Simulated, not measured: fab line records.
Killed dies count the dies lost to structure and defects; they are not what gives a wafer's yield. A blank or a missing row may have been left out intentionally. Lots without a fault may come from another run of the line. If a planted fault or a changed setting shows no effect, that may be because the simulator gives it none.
What tool caused it? / flow sky130 / 14 lots with 42 wafers sampled at 3 steps, on a route of 708 steps

WHAT EACH GAUGE READ, for each wafer
SKY_SD_N_OVL_MEAS_08. Usual: SD_N_OVL typically reads 0.3 nm, with standard deviation 1.3.
lot=L541; measured=day 28 02:02; on=overlay-01; SD_N_OVL (nm)=-0.9 0.8 -1.3; flag=
lot=L543; measured=day 28 16:19; on=overlay-01; SD_N_OVL (nm)=-1.4 -1.3 -0.8; flag=
lot=L544; measured=day 28 20:49; on=overlay-02; SD_N_OVL (nm)=1.1 1.2 0.5; flag=
lot=L545; measured=day 29 11:56; on=overlay-02; SD_N_OVL (nm)=0.7 2.1 1.8; flag=
lot=L547; measured=day 30 12:05; on=overlay-02; SD_N_OVL (nm)=0.9 -1.7 0.5; flag=
lot=L551; measured=day 31 19:56; on=overlay-01; SD_N_OVL (nm)=2.2 1.9 2.1; flag=
lot=L550; measured=day 31 21:32; on=overlay-01; SD_N_OVL (nm)=1.6 1.2 1.7; flag=
lot=L552; measured=day 32 01:58; on=overlay-02; SD_N_OVL (nm)=1.0 0.1 -0.2; flag=
lot=L555; measured=day 32 12:58; on=overlay-02; SD_N_OVL (nm)=1.0 -0.2 -1.0; flag=
lot=L556; measured=day 33 04:34; on=overlay-01; SD_N_OVL (nm)=1.2 -0.1 0.4; flag=
lot=L561; measured=day 34 07:34; on=overlay-02; SD_N_OVL (nm)=-1.6 -0.5 -1.1; flag=
lot=L562; measured=day 34 22:02; on=overlay-02; SD_N_OVL (nm)=-0.6 0.3 1.1; flag=
lot=L563; measured=day 34 23:20; on=overlay-02; SD_N_OVL (nm)=2.3 1.7 1.8; flag=
lot=L564; measured=day 35 08:07; on=overlay-01; SD_N_OVL (nm)=-0.5 -0.5 -0.7; flag=

SKY_SD_N_RS_MEAS_17: measures by four-point-probe. Usual: SD_P_RS typically reads 147.1 ohm/sq, with standard deviation 0.34.
lot=L541; measured=day 28 02:53; on=film metro-04; SD_P_RS (ohm/sq)=146.6 146.2 146.7; flag=
lot=L543; measured=day 28 17:10; on=film metro-01; SD_P_RS (ohm/sq)=146.8 147.6 147.4; flag=
lot=L544; measured=day 28 21:40; on=film metro-01; SD_P_RS (ohm/sq)=146.9 146.5 146.9; flag=
lot=L545; measured=day 29 12:47; on=film metro-03; SD_P_RS (ohm/sq)=146.6 147.2 146.6; flag=
lot=L547; measured=day 30 12:59; on=film metro-01; SD_P_RS (ohm/sq)=147.4 147.1 147.2; flag=
lot=L551; measured=day 31 20:47; on=film metro-04; SD_P_RS (ohm/sq)=146.8 146.9 147.0; flag=
lot=L550; measured=day 31 22:23; on=film metro-03; SD_P_RS (ohm/sq)=146.9 146.9 146.8; flag=
lot=L552; measured=day 32 02:49; on=film metro-03; SD_P_RS (ohm/sq)=147.4 146.8 147.1; flag=
lot=L555; measured=day 32 13:51; on=film metro-04; SD_P_RS (ohm/sq)=147.1 147.1 147.2; flag=
lot=L556; measured=day 33 05:25; on=film metro-04; SD_P_RS (ohm/sq)=147.1 147.4 147.4; flag=
lot=L561; measured=day 34 08:25; on=film metro-03; SD_P_RS (ohm/sq)=147.0 146.7 147.0; flag=
lot=L562; measured=day 34 22:52; on=film metro-04; SD_P_RS (ohm/sq)=146.7 147.5 147.1; flag=
lot=L563; measured=day 35 00:11; on=film metro-01; SD_P_RS (ohm/sq)=147.0 146.9 147.0; flag=
lot=L564; measured=day 35 08:57; on=film metro-01; SD_P_RS (ohm/sq)=147.3 147.5 147.1; flag=

SKY_LI_CONTACT_OVL_MEAS_13. Usual: LI_CONTACT_OVL typically reads 0 nm, with standard deviation 6.4.
lot=L541; measured=day 29 07:35; on=overlay-02; LI_CONTACT_OVL (nm)=-2 1 -3; flag=
lot=L543; measured=day 29 22:14; on=overlay-02; LI_CONTACT_OVL (nm)=0 -1 6; flag=
lot=L544; measured=day 30 02:04; on=overlay-01; LI_CONTACT_OVL (nm)=-1 -8 2; flag=
lot=L545; measured=day 30 17:55; on=overlay-01; LI_CONTACT_OVL (nm)=4 8 3; flag=
lot=L547; measured=day 31 17:26; on=overlay-02; LI_CONTACT_OVL (nm)=3 5 1; flag=
lot=L551; measured=day 32 23:58; on=overlay-02; LI_CONTACT_OVL (nm)=-4 -5 -2; flag=
lot=L550; measured=day 33 01:44; on=overlay-02; LI_CONTACT_OVL (nm)=3 -3 4; flag=
lot=L552; measured=day 33 06:55; on=overlay-01; LI_CONTACT_OVL (nm)=3 -3 -7; flag=
lot=L555; measured=day 33 16:59; on=overlay-01; LI_CONTACT_OVL (nm)=-3 0 -2; flag=
lot=L556; measured=day 34 09:07; on=overlay-01; LI_CONTACT_OVL (nm)=-11 -13 -11; flag=
lot=L561; measured=day 35 11:47; on=overlay-02; LI_CONTACT_OVL (nm)=10 15 10; flag=
lot=L562; measured=day 36 01:59; on=overlay-02; LI_CONTACT_OVL (nm)=-7 -11 -11; flag=
lot=L563; measured=day 36 03:32; on=overlay-01; LI_CONTACT_OVL (nm)=-6 -3 3; flag=
lot=L564; measured=day 36 12:23; on=overlay-02; LI_CONTACT_OVL (nm)=10 8 3; flag=

TOOL THAT RAN EACH LOT (tool first, then ch and the chambers of the sampled wafers, then the start)
Before these readings, the record contains no process step.

AS READ BY THE TOOLS THEMSELVES (means over the sampled wafers that have a number; for cases with no such wafer, the mark the record gives instead)
The record holds no such reading with a usual standard deviation.

THE ANSWER, worked out from the rows above alone
Rule: a lot is off if the mean of its wafers that have a number lies more than 3 standard deviations from the usual mean. A lot without any number at a reading at which 4 lots or more have one is off too. Any other lot the step has rows for is counted as sound. Order of review: gauges by route order, followed by the tools' own readings, for which a lot's mean as printed above is used. The first step at which some lot is off is used, and at that step the reading that is off furthest; a lot without a number counts as furthest.
None of the lots is off at any reading shown; this tells nothing.

WHAT THE SIMULATOR HAD PUT IN
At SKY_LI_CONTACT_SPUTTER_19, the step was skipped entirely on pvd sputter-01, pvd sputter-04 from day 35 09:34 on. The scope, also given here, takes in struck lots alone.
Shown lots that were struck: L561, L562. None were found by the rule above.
